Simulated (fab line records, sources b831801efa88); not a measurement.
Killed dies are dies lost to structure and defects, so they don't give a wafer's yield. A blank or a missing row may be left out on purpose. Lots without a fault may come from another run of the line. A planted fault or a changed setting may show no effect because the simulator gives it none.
One fault seen from 2 desks | flow sfq_line | each desk has only its own numbers; what lay behind them comes last

THE TOOL OWNER'S DESK: rie_metal-03
The tool's own readings at SFQ_TRILAYER_M4_ETCH_METAL_ETCH_096 (etches Nb in Cl2/Ar, stops on SiO2, target depth 240 nm, time 120 s): means of the sampled wafers that have a number, for each lot that ran on this tool. A lot is out of limits, marked OUT, if its mean lies more than 4 standard deviations from the usual mean; the brackets give that distance.
Columns: A = drypump_motor_current_A at SFQ_TRILAYER_M4_ETCH_METAL_ETCH_096, usual 6.0 A; B = oes_product_au at SFQ_TRILAYER_M4_ETCH_METAL_ETCH_096, usual 0.894 a.u.; C = rf_fwd_power_W at SFQ_TRILAYER_M4_ETCH_METAL_ETCH_096, usual 597.4 W
lot  | first seen here | A   | B     | C
L835 | day 60 00:47    | 5.8 | 0.900 | 691.4 (+52) OUT
L837 | day 60 07:52    | 5.8 | 0.888 | 693.4 (+53) OUT
L842 | day 63 02:04    | 6.0 | 0.898 | 596.8
L843 | day 63 09:16    | 5.8 | 0.892 | 595.4
L844 | day 63 14:04    | 6.0 | 0.888 | 597.0
This desk's finding: out of limits on L835, L837; first on L835, day 60 00:47 (rf_fwd_power_W at SFQ_TRILAYER_M4_ETCH_METAL_ETCH_096). In limits: L842, L843, L844.

THE METROLOGY DESK
What the gauges read, lot by lot, whatever tool the lot ran on: means of the sampled wafers that have a number. A lot is out of limits, marked OUT, if its mean lies more than 4 standard deviations from the usual mean; the brackets give that distance.
Columns: A = M4_NB_RS at SFQ_M4_RS_MEAS_924, usual 0.891 ohm/sq; B = M4_OVL at SFQ_M4_OVL_MEAS_926, usual 1 nm
lot  | first seen here | A     | B
L822 | day 44 02:29    | 0.884 | 5
L835 | day 54 08:37    | 0.886 | 3
L837 | day 54 15:40    | 0.900 | 1
L842 | day 57 11:14    | 0.892 | 1
L843 | day 57 19:21    | 0.891 | -0
L844 | day 58 03:08    | 0.901 | 3
This desk's finding: nothing out of limits on any of the 6 lots.

PUT TOGETHER
The tool owner's desk could have raised an alarm at day 60 00:47, on L835, L837.
The metrology desk saw nothing out of limits.
The metrology desk has L835, L837 on record, within its limits.
Of the lots named, all ran SFQ_TRILAYER_M4_ETCH_METAL_ETCH_096 on rie_metal-03.

WHAT THE SIMULATOR HAD PUT IN
Process parameter drift: rie_metal-03, from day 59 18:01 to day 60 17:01, at SFQ_TRILAYER_M4_ETCH_METAL_ETCH_096. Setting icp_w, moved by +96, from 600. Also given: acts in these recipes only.
Lots struck among those shown: L835, L837.
Hours from the fault's start to each desk's first reading out of limits: the tool owner's desk, 7.
